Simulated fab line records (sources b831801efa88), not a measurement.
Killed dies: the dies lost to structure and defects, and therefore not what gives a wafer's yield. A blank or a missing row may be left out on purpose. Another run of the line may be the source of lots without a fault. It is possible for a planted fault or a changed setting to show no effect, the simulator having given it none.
Which tool is to blame?    flow gf180mcu    Sampling: 13 lots, 39 wafers, 3 of 602 route steps

WHAT THE GAUGES READ, wafer by wafer
GF_V2_CD_MEAS_14: the cd target is 260 nm. Usual: cd_nm reads 260.1 nm (standard deviation 1.1).
lot   measured      on         cd_nm (nm)         flag
L146  day 20 06:14  cd_sem-01  261.3 260.3 261.5  
L147  day 21 09:38  cd_sem-02  259.5 259.7 259.0  
L148  day 21 12:30  cd_sem-01  258.4 259.1 259.2  
L149  day 21 18:06  cd_sem-02  261.0 260.0 259.2  
L151  day 22 09:12  cd_sem-02  259.9 259.7 258.9  
L154  day 23 00:29  cd_sem-01  258.8 259.0 258.1  
L157  day 23 21:41  cd_sem-01  262.6 261.8 261.8  
L161  day 25 10:01  cd_sem-02  261.7 263.2 261.3  
L163  day 26 04:45  cd_sem-02  259.0 259.7 259.4  
L164  day 26 13:52  cd_sem-01  260.9 261.5 260.7  
L166  day 27 04:06  cd_sem-02  260.5 261.5 259.6  
L167  day 27 14:13  cd_sem-01  260.6 259.7 259.4  
L169  day 27 21:21  cd_sem-01  261.3 260.8 261.1  

EACH LOT AND THE TOOL THAT RAN IT (in order: tool; ch and the chambers of the sampled wafers; start)
lot   GF_M2_SPUTTER_02              GF_M2_SPUTTER_04
L146  pvd_sputter-03, day 18 04:24  pvd_sputter-03, day 18 04:27
L147  pvd_sputter-04, day 19 07:19  pvd_sputter-04, day 19 07:22
L148  pvd_sputter-03, day 19 11:04  pvd_sputter-03, day 19 11:07
L149  pvd_sputter-04, day 19 16:50  pvd_sputter-04, day 19 16:53
L151  pvd_sputter-01, day 20 07:32  pvd_sputter-01, day 20 07:35
L154  pvd_sputter-01, day 21 00:29  pvd_sputter-01, day 21 00:32
L157  pvd_sputter-04, day 21 23:32  pvd_sputter-04, day 21 23:35
L161  pvd_sputter-04, day 23 12:25  pvd_sputter-04, day 23 12:28
L163  pvd_sputter-04, day 24 04:38  pvd_sputter-04, day 24 04:41
L164  pvd_sputter-01, day 24 16:57  pvd_sputter-01, day 24 17:00
L166  pvd_sputter-01, day 25 08:41  pvd_sputter-01, day 25 08:44
L167  pvd_sputter-01, day 25 19:01  pvd_sputter-01, day 25 19:05
L169  pvd_sputter-04, day 26 02:20  pvd_sputter-04, day 26 02:23
- GF_M2_SPUTTER_02: material AlCu, target thk 450 nm, time 23.9 s.
- GF_M2_SPUTTER_04: material TiN, target thk 50 nm, time 41.7 s.

AS READ BY THE TOOLS THEMSELVES (means over the sampled wafers that have a number; for cases with no such wafer, the mark the record gives instead)
GF_M2_SPUTTER_02. Usual: throttle_valve_pct reads 29.7 % (standard deviation 1.3).
lot   tool            throttle_valve_pct (%)  flag
L146  pvd_sputter-03  28.5                    
L147  pvd_sputter-04  30.9                    
L148  pvd_sputter-03  29.8                    
L149  pvd_sputter-04  30.6                    
L151  pvd_sputter-01  29.7                    
L154  pvd_sputter-01  29.3                    
L157  pvd_sputter-04  30.3                    
L161  pvd_sputter-04  31.1                    
L163  pvd_sputter-04  30.9                    
L164  pvd_sputter-01  29.1                    
L166  pvd_sputter-01  28.7                    
L167  pvd_sputter-01  29.1                    
L169  pvd_sputter-04  30.1                    

GF_M2_SPUTTER_04. Usual: throttle_valve_pct reads 29.8 % (standard deviation 1.3).
lot   tool            throttle_valve_pct (%)  flag
L146  pvd_sputter-03  28.7                    
L147  pvd_sputter-04  31.0                    
L148  pvd_sputter-03  29.7                    
L149  pvd_sputter-04  30.5                    
L151  pvd_sputter-01  29.8                    
L154  pvd_sputter-01  29.1                    
L157  pvd_sputter-04  30.5                    
L161  pvd_sputter-04  30.8                    
L163  pvd_sputter-04  30.7                    
L164  pvd_sputter-01  28.8                    
L166  pvd_sputter-01  28.6                    
L167  pvd_sputter-01  29.2                    
L169  pvd_sputter-04  30.2                    

THE ANSWER, worked out from the rows above alone
Rule: a lot is off if the mean of its wafers that have a number lies more than 3 standard deviations from the usual mean. A lot without any number at a reading at which 4 lots or more have one is off too. The other lots that the step has rows for count as sound. Order of review: gauges by route order, followed by the tools' own readings, for which a lot's mean as printed above is used. At the first step where some lot is off, the reading lying furthest off is the one used; lots without a number count as furthest.
No lot is off at any reading shown: from this, nothing can be told.

WHAT THE SIMULATOR HAD PUT IN
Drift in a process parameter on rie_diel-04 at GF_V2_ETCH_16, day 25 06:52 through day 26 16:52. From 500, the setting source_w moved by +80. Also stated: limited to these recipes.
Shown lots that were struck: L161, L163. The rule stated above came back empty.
